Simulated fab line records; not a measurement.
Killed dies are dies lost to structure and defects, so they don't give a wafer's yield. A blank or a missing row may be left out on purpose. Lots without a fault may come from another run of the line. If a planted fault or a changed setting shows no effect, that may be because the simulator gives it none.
fab line records	flow sky130
[record] lots = 12	wafers = 36	last-day = 50
route steps=708 shown SD_P@327 RES_XHIGH@341 LI_CONTACT@374 PAD_OPEN@708
lots with no fault: from the same line, run without faults
start-h: the number of hours between the record's first day and the start of the first shown wafer of the lot	wait-h: time in hours since the lot's previous step	" the same as in the row above	L1.1+2: a single row standing in for several wafers	- no value present, or no start provided	* or withheld: withheld	< > ~ a bound
route shown NAME@n: a module of which the file shows steps, and the number in the route of the first	usual: mean and standard deviation over wafers with no fault	same: alike in all rows	chamber/n: place in a boat	sites: per-site readings	_std_site: the values' standard deviation	_edge_site: the outer-site mean with the inner-site mean subtracted	radius-mm: how far each site lies from the wafer's centre	mask NAME#n: copy n	behind: the most recent tool/chamber to have shaped the wafer	hold: what put the lot on hold/how long, in hours/how the hold closed	device: names the non-switching transistor (n, p or np)	end of line: at the end of the route, the tests of the same wafers	a step without rows: its recipe alone	killed: count of dies lost to structure and defects at first sort (not the wafer's yield)	map: shows each die of a wafer: x if killed, . if not, _ if none is there
set.NAME: the setting that was run; set.NAME@STEP: the one run at that earlier step	model.NAME: the simulator's own value behind a step, which no gauge read
steps of the route over a sample of lots; a table a step, a row a wafer
services: from which hour (start-h, from the record's first day; less than 0 if before it) a tool's chamber was out of use, for how many hours, and why
[[steps]]
[step SKY_SD_P_CD_MEAS_07]
[recipe] target-cd-nm = 380
[usual] cd-nm = 380/3.3
lot.wafer	tool	chamber	start-h	wait-h	cd-nm
L738.1	cd-sem-02	-	597.82	0.1	375
L738.4	"	-	"	"	377
L738.6	"	-	"	"	375
L744.3	cd-sem-02	-	650.02	0.1	379
L744.4	"	-	"	"	381
L744.5	"	-	"	"	382
L742.1	cd-sem-01	-	650.31	0.1	373
L742.3	"	-	"	"	373
L742.5	"	-	"	"	374
L751.3	cd-sem-02	-	703.37	0.1	377
L751.4	"	-	"	"	377
L751.6	"	-	"	"	377
L753.2	cd-sem-02	-	717.67	0.1	378
L753.3	"	-	"	"	378
L753.6	"	-	"	"	376
L754.1	cd-sem-01	-	728.11	0.1	378
L754.4	"	-	"	"	376
L754.6	"	-	"	"	379
L755.1	cd-sem-01	-	730.93	0.1	379
L755.2	"	-	"	"	380
L755.3	"	-	"	"	376
L756.2	cd-sem-01	-	747.60	0.1	383
L756.4	"	-	"	"	381
L756.5	"	-	"	"	382
L757.3	cd-sem-02	-	753.22	0.1	385
L757.4	"	-	"	"	383
L757.5	"	-	"	"	384
L758.1	cd-sem-02	-	758.70	0.1	382
L758.3	"	-	"	"	385
L758.4	"	-	"	"	386
L759.2	cd-sem-02	-	768.82	0.1	380
L759.3	"	-	"	"	378
L759.4	"	-	"	"	380
L760.2	cd-sem-01	-	770.45	0.1	377
L760.5	"	-	"	"	378
L760.6	"	-	"	"	377
[step SKY_RES_XHIGH_TW_MEAS_09]
[usual] RES_XHIGH_TW = 1640/9.5
lot.wafer	tool	chamber	start-h	wait-h	RES_XHIGH_TW
L738.1	film-metro-02	-	627.31	0.1	1652
L738.4	"	-	"	"	1652
L738.6	"	-	"	"	1650
L744.3	film-metro-03	-	678.33	0.1	1648
L744.4	"	-	"	"	1643
L744.5	"	-	"	"	1644
L742.1	film-metro-01	-	679.35	0.1	1622
L742.3	"	-	"	"	1629
L742.5	"	-	"	"	1628
L751.3	film-metro-01	-	731.87	0.1	1630
L751.4	"	-	"	"	1633
L751.6	"	-	"	"	1618
L753.2	film-metro-03	-	745.06	0.1	1659
L753.3	"	-	"	"	1642
L753.6	"	-	"	"	1643
L754.1	film-metro-03	-	755.60	0.1	1645
L754.4	"	-	"	"	1659
L754.6	"	-	"	"	1646
L755.1	film-metro-02	-	758.23	0.1	1639
L755.2	"	-	"	"	1636
L755.3	"	-	"	"	1629
L756.2	film-metro-02	-	774.71	0.1	1643
L756.4	"	-	"	"	1643
L756.5	"	-	"	"	1643
L757.3	film-metro-01	-	780.13	0.1	1633
L757.4	"	-	"	"	1629
L757.5	"	-	"	"	1631
L758.1	film-metro-01	-	785.86	0.1	1635
L758.3	"	-	"	"	1638
L758.4	"	-	"	"	1632
L759.2	film-metro-01	-	794.84	0.1	1632
L759.3	"	-	"	"	1636
L759.4	"	-	"	"	1638
L760.2	film-metro-01	-	797.47	0.1	1629
L760.5	"	-	"	"	1633
L760.6	"	-	"	"	1636
[step SKY_LI_CONTACT_CD_MEAS_12]
[recipe] target-cd-nm = 170
[usual] cd-nm = 170.0/1.4
lot.wafer	tool	chamber	start-h	wait-h	cd-nm
L738.1	cd-sem-02	-	686.83	-	169.7
L738.4	"	-	"	"	169.7
L738.6	"	-	"	"	168.5
L744.3	cd-sem-01	-	735.40	-	170.8
L744.4	"	-	"	"	171.8
L744.5	"	-	"	"	172.1
L742.1	cd-sem-02	-	737.93	-	170.5
L742.3	"	-	"	"	170.7
L742.5	"	-	"	"	170.6
L751.3	cd-sem-02	-	786.30	-	169.2
L751.4	"	-	"	"	169.0
L751.6	"	-	"	"	168.6
L753.2	cd-sem-02	-	799.90	-	168.2
L753.3	"	-	"	"	169.7
L753.6	"	-	"	"	169.1
L754.1	cd-sem-01	-	810.33	-	169.8
L754.4	"	-	"	"	168.9
L754.6	"	-	"	"	168.6
L755.1	cd-sem-02	-	813.33	-	171.7
L755.2	"	-	"	"	173.3
L755.3	"	-	"	"	171.5
L756.2	cd-sem-01	-	829.40	-	171.9
L756.4	"	-	"	"	171.0
L756.5	"	-	"	"	170.6
L757.3	cd-sem-01	-	835.57	-	170.3
L757.4	"	-	"	"	169.5
L757.5	"	-	"	"	169.6
L758.1	cd-sem-02	-	840.26	-	168.5
L758.3	"	-	"	"	170.3
L758.4	"	-	"	"	169.5
L759.2	cd-sem-01	-	849.90	-	171.6
L759.3	"	-	"	"	172.7
L759.4	"	-	"	"	171.2
L760.2	cd-sem-01	-	852.15	-	167.8
L760.5	"	-	"	"	169.6
L760.6	"	-	"	"	169.9
[step SKY_LI_CONTACT_CVD_21]
[recipe] material = W	target-thk-nm = 400	time-s = 120.56	temp-c = 400	pressure-torr = 40
[usual] heater-power-w = 821/58	susceptor-temp-C = 400.03/0.23
lot.wafer	tool	chamber	start-h	wait-h	heater-power-w	susceptor-temp-C
L738.1	cvd-w-02	1	687.56	0.0	816	400.24
L738.4	"	0	"	"	918	400.05
L738.6	"	0	"	"	883	400.14
L744.3	cvd-w-02	1	736.12	0.1	823	403.15
L744.4	"	0	"	"	923	403.39
L744.5	"	0	"	"	925	403.46
L742.1	cvd-w-02	1	738.65	0.0	827	403.41
L742.3	"	0	"	"	893	403.74
L742.5	"	0	"	"	912	403.79
L751.3	cvd-w-01	1	787.05	0.1	780	400.35
L751.4	"	0	"	"	769	399.72
L751.6	"	1	"	"	776	400.25
L753.2	cvd-w-01	0	801.12	0.0	752	399.93
L753.3	"	0	"	"	768	400.16
L753.6	"	1	"	"	761	399.88
L754.1	cvd-w-02	0	811.04	0.0	911	399.96
L754.4	"	1	"	"	783	399.68
L754.6	"	0	"	"	909	400.04
L755.1	cvd-w-01	0	814.04	0.0	785	400.24
L755.2	"	1	"	"	777	400.39
L755.3	"	1	"	"	779	399.96
L756.2	cvd-w-02	0	830.09	0.0	906	400.15
L756.4	"	1	"	"	818	399.75
L756.5	"	1	"	"	787	400.02
L757.3	cvd-w-02	1	836.30	0.1	809	400.06
L757.4	"	0	"	"	902	400.21
L757.5	"	0	"	"	891	400.15
L758.1	cvd-w-02	1	840.98	0.0	813	399.88
L758.3	"	1	"	"	805	399.95
L758.4	"	0	"	"	913	399.91
L759.2	cvd-w-02	0	850.59	0.0	888	400.41
L759.3	"	0	"	"	906	399.82
L759.4	"	1	"	"	786	400.12
L760.2	cvd-w-02	1	852.84	0.0	799	400.39
L760.5	"	0	"	"	926	400.09
L760.6	"	1	"	"	824	400.32
[step SKY_LI_CONTACT_RS_MEAS_22]
[recipe] thk-meas-gauge = four-point-probe	reads = W_of_LI_CONTACT_CVD_21+TiN_of_LI_CONTACT_SPUTTER_20+Ti_of_LI_CONTACT_SPUTTER_19
[usual] LI_CONTACT_W_RS = 0.285/0.0031
lot.wafer	tool	chamber	start-h	wait-h	LI_CONTACT_W_RS[ohm/sq]
L738.1	film-metro-01	-	687.68	0.1	0.284
L738.4	"	-	"	"	0.287
L738.6	"	-	"	"	0.288
L744.3	film-metro-02	-	736.24	0.1	0.266
L744.4	"	-	"	"	0.267
L744.5	"	-	"	"	0.268
L742.1	film-metro-01	-	738.77	0.1	0.272
L742.3	"	-	"	"	0.271
L742.5	"	-	"	"	0.271
L751.3	film-metro-03	-	787.17	0.1	0.286
L751.4	"	-	"	"	0.291
L751.6	"	-	"	"	0.283
L753.2	film-metro-01	-	801.26	0.1	0.292
L753.3	"	-	"	"	0.289
L753.6	"	-	"	"	0.282
L754.1	film-metro-03	-	811.17	0.1	0.283
L754.4	"	-	"	"	0.283
L754.6	"	-	"	"	0.282
L755.1	film-metro-03	-	814.17	0.1	0.289
L755.2	"	-	"	"	0.287
L755.3	"	-	"	"	0.284
L756.2	film-metro-02	-	830.24	0.1	0.289
L756.4	"	-	"	"	0.283
L756.5	"	-	"	"	0.289
L757.3	film-metro-03	-	836.43	0.1	0.286
L757.4	"	-	"	"	0.286
L757.5	"	-	"	"	0.287
L758.1	film-metro-02	-	841.10	0.1	0.280
L758.3	"	-	"	"	0.282
L758.4	"	-	"	"	0.283
L759.2	film-metro-03	-	850.74	0.1	0.284
L759.3	"	-	"	"	0.287
L759.4	"	-	"	"	0.286
L760.2	film-metro-02	-	852.99	0.1	0.283
L760.5	"	-	"	"	0.285
L760.6	"	-	"	"	0.291
[step SKY_LI_CONTACT_THK_MEAS_23]
[recipe] thk-meas-gauge = xrf	reads = W_of_LI_CONTACT_CVD_21
[usual] LI_CONTACT_W_THK = 406/6
lot.wafer	tool	chamber	start-h	wait-h	LI_CONTACT_W_THK[nm]
L738.1	film-metro-01	-	687.80	0.1	405
L738.4	"	-	"	"	399
L738.6	"	-	"	"	403
L744.3	film-metro-02	-	736.34	0.1	438
L744.4	"	-	"	"	434
L744.5	"	-	"	"	430
L742.1	film-metro-01	-	738.89	0.1	421
L742.3	"	-	"	"	422
L742.5	"	-	"	"	425
L751.3	film-metro-03	-	787.27	0.1	403
L751.4	"	-	"	"	399
L751.6	"	-	"	"	408
L753.2	film-metro-01	-	801.37	0.1	392
L753.3	"	-	"	"	395
L753.6	"	-	"	"	405
L754.1	film-metro-03	-	811.29	0.1	409
L754.4	"	-	"	"	409
L754.6	"	-	"	"	410
L755.1	film-metro-03	-	814.29	0.1	402
L755.2	"	-	"	"	408
L755.3	"	-	"	"	404
L756.2	film-metro-02	-	830.35	0.1	401
L756.4	"	-	"	"	410
L756.5	"	-	"	"	401
L757.3	film-metro-03	-	836.53	0.1	404
L757.4	"	-	"	"	404
L757.5	"	-	"	"	402
L758.1	film-metro-02	-	841.22	0.1	418
L758.3	"	-	"	"	414
L758.4	"	-	"	"	413
L759.2	film-metro-03	-	850.85	0.1	413
L759.3	"	-	"	"	410
L759.4	"	-	"	"	412
L760.2	film-metro-02	-	853.10	0.1	410
L760.5	"	-	"	"	411
L760.6	"	-	"	"	401
[step SKY_PAD_OPEN_PROBE_99]
[usual] killed_at_M0_to_M3 = 44/7.5	killed_at_M4_up = 2.9/1.8	killed-at-contacts = 24/5.1	killed-at-front-end = 16/4.7	killed-at-other = 0.3/0.46	killed-dies = 87/9.9	killed-on-rim = 17/4.5	killed-open = 47/8	killed-short = 39/6.3
[same] gross-dies = 492	killed-at-back-side = 0
lot.wafer	tool	chamber	start-h	wait-h	killed_at_M0_to_M3	killed_at_M4_up	killed-at-contacts	killed-at-front-end	killed-at-other	killed-dies	killed-on-rim	killed-open	killed-short
L738.1	prober-01	-	1085.00	0.1	52	1	21	21	0	95	12	48	47
L738.4	prober-01	-	1085.15	0.2	61	5	15	22	1	104	19	52	51
L738.6	prober-01	-	1085.25	0.2	52	2	28	6	0	88	17	49	39
L744.3	prober-01	-	1119.96	0.2	43	3	31	21	0	98	16	51	47
L744.4	prober-01	-	1120.01	0.2	41	3	28	17	0	89	19	47	41
L744.5	prober-01	-	1120.06	0.2	36	4	22	23	0	85	17	44	41
L742.1	prober-02	-	1122.50	0.1	41	7	20	14	0	82	15	43	38
L742.3	prober-02	-	1122.60	0.2	46	5	32	12	0	95	19	51	44
L742.5	prober-02	-	1122.70	0.2	58	5	22	18	0	103	20	50	52
L751.3	prober-01	-	1156.10	0.2	41	2	21	23	1	88	17	52	35
L751.4	prober-01	-	1156.15	0.2	39	2	16	11	0	68	18	33	35
L751.6	prober-01	-	1156.25	0.2	53	5	20	19	0	97	20	52	43
L753.2	prober-01	-	1167.25	0.1	57	3	22	15	0	97	20	57	40
L753.3	prober-01	-	1167.30	0.2	49	3	20	9	0	81	18	50	31
L753.6	prober-01	-	1167.45	0.2	41	3	15	18	0	77	17	43	34
L754.1	prober-02	-	1173.88	0.1	56	0	33	19	0	108	10	65	42
L754.4	prober-02	-	1174.03	0.2	53	3	33	8	0	97	23	50	47
L754.6	prober-02	-	1174.13	0.2	50	1	31	9	1	92	25	58	34
L755.1	prober-01	-	1174.47	0.1	32	3	24	19	0	78	17	36	42
L755.2	prober-01	-	1174.52	0.1	49	2	23	16	0	90	17	59	31
L755.3	prober-01	-	1174.57	0.2	44	3	29	21	1	98	18	57	41
L756.2	prober-02	-	1184.65	0.1	51	1	25	14	1	92	20	45	47
L756.4	prober-02	-	1184.75	0.2	33	3	21	8	2	67	11	39	28
L756.5	prober-02	-	1184.80	0.2	51	0	21	18	0	90	19	46	43
L757.3	prober-01	-	1190.75	0.2	46	4	25	13	1	89	19	55	34
L757.4	prober-01	-	1190.80	0.2	49	1	33	15	0	98	22	58	40
L757.5	prober-01	-	1190.85	0.2	46	2	27	14	1	90	13	45	44
L758.1	prober-02	-	1192.30	0.1	49	2	15	12	0	78	13	37	41
L758.3	prober-02	-	1192.40	0.2	33	1	20	7	0	61	7	31	30
L758.4	prober-02	-	1192.45	0.2	51	4	27	9	0	91	17	57	34
L759.2	prober-01	-	1196.72	0.1	33	7	22	19	1	82	11	42	40
L759.3	prober-01	-	1196.77	0.2	55	6	21	12	0	94	21	47	47
L759.4	prober-01	-	1196.82	0.2	31	1	30	9	0	71	14	44	27
L760.2	prober-02	-	1198.25	0.1	44	1	33	17	0	95	20	64	31
L760.5	prober-02	-	1198.40	0.2	53	1	18	22	1	95	20	54	40
L760.6	prober-02	-	1198.45	0.2	30	4	26	22	0	82	16	39	43
// killed by level:class
L738.1 VIA1:geometric-particle:open=12 CONTACT:geometric-particle:open=7 VIA1:geometric-particle:short=7 VIA2:geometric-particle:open=7 VIA3:geometric-particle:open=7 FIELD_ISO:geometric-particle:short=6 POLY_GATE:geometric-particle:short=5 LI_CONTACT:geometric-particle:open=5
L738.4 VIA1:geometric-particle:open=15 VIA2:geometric-particle:open=10 VIA1:geometric-particle:short=8 FIELD_ISO:geometric-particle:short=7 METAL2:geometric-particle:short=6 LI_CONTACT:geometric-particle:open=5 METAL4:geometric-particle:short=5 FIELD_ISO:geometric-particle:open=4
L738.6 VIA1:geometric-particle:open=14 VIA3:geometric-particle:open=10 CONTACT:geometric-particle:open=10 LI_CONTACT:geometric-particle:open=6 METAL1:geometric-particle:short=5 VIA1:geometric-particle:short=5 LI_CONTACT:geometric-particle:short=4 VIA2:geometric-particle:short=4
L744.3 CONTACT:geometric-particle:open=12 VIA1:geometric-particle:open=12 LI_CONTACT:geometric-particle:open=8 METAL1:geometric-particle:short=7 POLY_GATE:geometric-particle:short=6 VIA1:geometric-particle:short=5 FIELD_ISO:geometric-particle:short=5 METAL2:geometric-particle:short=5
L744.4 LI_CONTACT:geometric-particle:open=12 VIA1:geometric-particle:open=10 POLY_GATE:geometric-particle:short=7 CONTACT:geometric-particle:open=7 METAL3:geometric-particle:short=6 METAL2:geometric-particle:short=6 VIA3:geometric-particle:open=5 POLY_GATE:geometric-particle:open=4
L744.5 VIA2:geometric-particle:open=7 FIELD_ISO:geometric-particle:open=6 FIELD_ISO:geometric-particle:short=6 CONTACT:geometric-particle:open=6 METAL2:geometric-particle:short=6 VIA1:geometric-particle:open=5 LI_CONTACT:geometric-particle:open=4 LOCAL_INTERCONNECT:geometric-particle:short=4
L742.1 VIA1:geometric-particle:short=8 CONTACT:geometric-particle:open=7 METAL2:geometric-particle:short=7 LI_CONTACT:geometric-particle:open=6 VIA3:geometric-particle:open=6 VIA2:geometric-particle:open=6 METAL4:geometric-particle:short=6 FIELD_ISO:geometric-particle:open=4
L742.3 VIA1:geometric-particle:open=12 CONTACT:geometric-particle:open=10 LI_CONTACT:geometric-particle:open=8 CONTACT:geometric-particle:short=7 FIELD_ISO:geometric-particle:short=6 VIA1:geometric-particle:short=5 VIA2:geometric-particle:open=5 METAL3:geometric-particle:short=5
L742.5 VIA1:geometric-particle:open=15 VIA2:geometric-particle:open=14 METAL2:geometric-particle:short=11 POLY_GATE:geometric-particle:short=6 FIELD_ISO:geometric-particle:short=5 LI_CONTACT:geometric-particle:short=5 LI_CONTACT:geometric-particle:open=5 METAL1:geometric-particle:short=5
L751.3 VIA1:geometric-particle:open=10 FIELD_ISO:geometric-particle:short=8 LI_CONTACT:geometric-particle:open=8 VIA3:geometric-particle:open=7 CONTACT:geometric-particle:open=6 FIELD_ISO:geometric-particle:open=5 VIA2:geometric-particle:open=5 METAL2:geometric-particle:short=4
L751.4 METAL2:geometric-particle:short=10 CONTACT:geometric-particle:open=8 FIELD_ISO:geometric-particle:open=7 VIA2:geometric-particle:open=5 VIA1:geometric-particle:open=4 VIA2:geometric-particle:short=4 FIELD_ISO:geometric-particle:short=3 METAL3:geometric-particle:short=3
L751.6 VIA1:geometric-particle:open=14 METAL2:geometric-particle:short=10 CONTACT:geometric-particle:open=9 LI_CONTACT:geometric-particle:open=7 FIELD_ISO:geometric-particle:short=6 FIELD_ISO:geometric-particle:open=6 METAL1:geometric-particle:short=6 VIA2:geometric-particle:open=5
L753.2 VIA1:geometric-particle:open=16 VIA2:geometric-particle:open=11 CONTACT:geometric-particle:open=10 VIA3:geometric-particle:open=9 FIELD_ISO:geometric-particle:short=6 VIA1:geometric-particle:short=4 LOCAL_INTERCONNECT:geometric-particle:short=4 METAL2:geometric-particle:short=4
L753.3 VIA3:geometric-particle:open=12 VIA1:geometric-particle:open=10 VIA2:geometric-particle:open=9 METAL1:geometric-particle:short=6 LI_CONTACT:geometric-particle:short=4 LI_CONTACT:geometric-particle:open=4 LOCAL_INTERCONNECT:geometric-particle:open=4 LOCAL_INTERCONNECT:geometric-particle:short=4
L753.6 VIA1:geometric-particle:open=11 METAL1:geometric-particle:short=7 VIA3:geometric-particle:open=7 POLY_GATE:geometric-particle:open=6 LI_CONTACT:geometric-particle:open=6 FIELD_ISO:geometric-particle:short=4 METAL2:geometric-particle:short=4 VIA3:geometric-particle:short=3
L754.1 VIA1:geometric-particle:open=13 LI_CONTACT:geometric-particle:open=11 CONTACT:geometric-particle:open=10 VIA3:geometric-particle:open=8 VIA2:geometric-particle:open=7 VIA1:geometric-particle:short=6 LOCAL_INTERCONNECT:geometric-particle:short=6 METAL2:geometric-particle:short=6
L754.4 VIA1:geometric-particle:open=12 LI_CONTACT:geometric-particle:open=9 CONTACT:geometric-particle:open=9 METAL1:geometric-particle:short=7 VIA1:geometric-particle:short=7 LI_CONTACT:geometric-particle:short=6 VIA3:geometric-particle:open=6 METAL2:geometric-particle:short=6
L754.6 VIA1:geometric-particle:open=12 LI_CONTACT:geometric-particle:open=11 CONTACT:geometric-particle:open=9 LOCAL_INTERCONNECT:geometric-particle:short=6 VIA3:geometric-particle:open=6 METAL2:geometric-particle:short=5 VIA2:geometric-particle:open=5 METAL3:geometric-particle:short=5
L755.1 CONTACT:geometric-particle:open=9 POLY_GATE:geometric-particle:short=6 LI_CONTACT:geometric-particle:open=6 VIA2:geometric-particle:short=6 FIELD_ISO:geometric-particle:open=5 VIA1:geometric-particle:short=5 VIA1:geometric-particle:open=5 CONTACT:geometric-particle:short=4
L755.2 VIA1:geometric-particle:open=16 CONTACT:geometric-particle:open=12 METAL1:geometric-particle:short=7 VIA2:geometric-particle:open=6 VIA3:geometric-particle:open=6 FIELD_ISO:geometric-particle:open=4 FIELD_ISO:geometric-particle:short=4 POLY_GATE:geometric-particle:open=4
L755.3 VIA1:geometric-particle:open=18 CONTACT:geometric-particle:open=13 LI_CONTACT:geometric-particle:open=7 POLY_GATE:geometric-particle:open=6 CONTACT:geometric-particle:short=6 METAL2:geometric-particle:short=6 VIA3:geometric-particle:open=6 FIELD_ISO:geometric-particle:short=5
L756.2 VIA2:geometric-particle:open=11 LI_CONTACT:geometric-particle:open=9 VIA3:geometric-particle:open=9 CONTACT:geometric-particle:short=7 VIA1:geometric-particle:open=6 METAL3:geometric-particle:short=5 VIA3:geometric-particle:short=5 FIELD_ISO:geometric-particle:short=4
L756.4 CONTACT:geometric-particle:open=12 METAL1:geometric-particle:short=8 VIA3:geometric-particle:open=6 METAL3:geometric-particle:short=5 VIA2:geometric-particle:open=4 LI_CONTACT:geometric-particle:open=4 FIELD_ISO:geometric-particle:open=3 VIA1:geometric-particle:open=3
L756.5 VIA2:geometric-particle:open=9 METAL1:geometric-particle:short=8 VIA3:geometric-particle:open=8 CONTACT:geometric-particle:open=7 VIA1:geometric-particle:open=7 VIA1:geometric-particle:short=7 LI_CONTACT:geometric-particle:open=6 FIELD_ISO:geometric-particle:open=5
L757.3 VIA1:geometric-particle:open=14 CONTACT:geometric-particle:open=9 VIA2:geometric-particle:open=6 LOCAL_INTERCONNECT:geometric-particle:short=5 VIA3:geometric-particle:short=5 VIA3:geometric-particle:open=5 LI_CONTACT:geometric-particle:open=4 CONTACT:geometric-particle:short=4
L757.4 CONTACT:geometric-particle:open=18 VIA2:geometric-particle:open=12 VIA1:geometric-particle:open=8 LI_CONTACT:geometric-particle:open=7 VIA1:geometric-particle:short=7 METAL2:geometric-particle:short=6 POLY_GATE:geometric-particle:short=5 CONTACT:geometric-particle:short=5
L757.5 CONTACT:geometric-particle:open=11 VIA3:geometric-particle:open=9 LI_CONTACT:geometric-particle:open=7 VIA1:geometric-particle:short=6 VIA1:geometric-particle:open=6 POLY_GATE:geometric-particle:open=5 METAL1:geometric-particle:short=5 CONTACT:geometric-particle:short=5
L758.1 VIA1:geometric-particle:open=11 METAL2:geometric-particle:short=7 VIA2:geometric-particle:open=7 LI_CONTACT:geometric-particle:open=6 VIA3:geometric-particle:short=6 CONTACT:geometric-particle:short=5 VIA2:geometric-particle:short=4 METAL3:geometric-particle:short=4
L758.3 VIA2:geometric-particle:open=7 CONTACT:geometric-particle:open=6 CONTACT:geometric-particle:short=5 METAL2:geometric-particle:short=5 VIA1:geometric-particle:open=5 VIA3:geometric-particle:open=4 METAL1:geometric-particle:short=4 LI_CONTACT:geometric-particle:open=3
L758.4 CONTACT:geometric-particle:open=11 VIA1:geometric-particle:open=10 VIA3:geometric-particle:open=10 VIA2:geometric-particle:open=9 LI_CONTACT:geometric-particle:open=5 METAL2:geometric-particle:short=5 FIELD_ISO:geometric-particle:open=4 LI_CONTACT:geometric-particle:short=4
L759.2 CONTACT:geometric-particle:open=9 METAL3:geometric-particle:short=7 VIA1:geometric-particle:open=6 POLY_GATE:geometric-particle:open=5 LI_CONTACT:geometric-particle:open=5 CONTACT:geometric-particle:short=5 VIA2:geometric-particle:open=5 FIELD_ISO:geometric-particle:open=4
L759.3 VIA1:geometric-particle:open=14 CONTACT:geometric-particle:open=8 METAL1:geometric-particle:short=6 POLY_GATE:geometric-particle:short=6 VIA1:geometric-particle:short=6 VIA2:geometric-particle:open=6 LI_CONTACT:geometric-particle:open=5 VIA3:geometric-particle:open=5
L759.4 VIA1:geometric-particle:open=10 LI_CONTACT:geometric-particle:open=8 CONTACT:geometric-particle:open=8 VIA2:geometric-particle:open=6 LOCAL_INTERCONNECT:geometric-particle:short=5 POLY_GATE:geometric-particle:open=4 LI_CONTACT:geometric-particle:short=4 CONTACT:geometric-particle:short=3
L760.2 VIA1:geometric-particle:open=17 CONTACT:geometric-particle:open=16 LI_CONTACT:geometric-particle:open=10 VIA3:geometric-particle:open=6 POLY_GATE:geometric-particle:short=5 POLY_GATE:geometric-particle:open=5 CONTACT:geometric-particle:short=5 VIA1:geometric-particle:short=5
L760.5 VIA1:geometric-particle:open=12 LI_CONTACT:geometric-particle:open=9 FIELD_ISO:geometric-particle:open=7 VIA2:geometric-particle:open=7 METAL1:geometric-particle:short=6 VIA3:geometric-particle:open=6 VIA2:geometric-particle:short=6 FIELD_ISO:geometric-particle:short=5
L760.6 FIELD_ISO:geometric-particle:short=9 LI_CONTACT:geometric-particle:open=9 CONTACT:geometric-particle:open=9 VIA2:geometric-particle:open=5 VIA1:geometric-particle:open=5 VIA3:geometric-particle:open=5 POLY_GATE:geometric-particle:short=4 METAL2:geometric-particle:short=4
[[services]]
tool	chamber	start-h	hours	kind
cvd-w-01	-	700.24	2.8	repair
cvd-w-01	1	727.38	13.5	repair
cvd-w-02	1	801.05	2.5	repair
[[key]]
[first-sign] step = SKY_LI_CONTACT_CVD_21	reading = susceptor-temp-C	direction = up	sigmas = 15	usual = *	struck = *
[effect] step = SKY_LI_CONTACT_RS_MEAS_22	reading = LI_CONTACT_W_RS	direction = down	sigmas = 5.1	usual = 0.285	struck = 0.269
[effect] step = SKY_LI_CONTACT_THK_MEAS_23	reading = LI_CONTACT_W_THK	direction = up	sigmas = 3.7	usual = 406	struck = 428
met-at SKY_LI_CONTACT_CVD_21
struck-lots L742,L744
tester-left-out L742,L744
not-acting-at SKY_SD_P_CD_MEAS_07,SKY_RES_XHIGH_TW_MEAS_09,SKY_LI_CONTACT_CD_MEAS_12
onset-between 687.56 736.12
[fault] kind = process-parameter-drift	tool = cvd-w-02	chamber = -	onset-h = 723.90	steps = SKY_LI_CONTACT_CVD_21	channel = temp-c	offset = *	shape = step	end-h = 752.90	acts-in = *	stated = *
// tester-left-out: of these lots the tester's yield and bins aren't shown, on N5 and GAA mostly nor the transistor test; their killed dies are dies lost to structure and defects alone, not to doping, threshold or leakage, so they don't give the yield
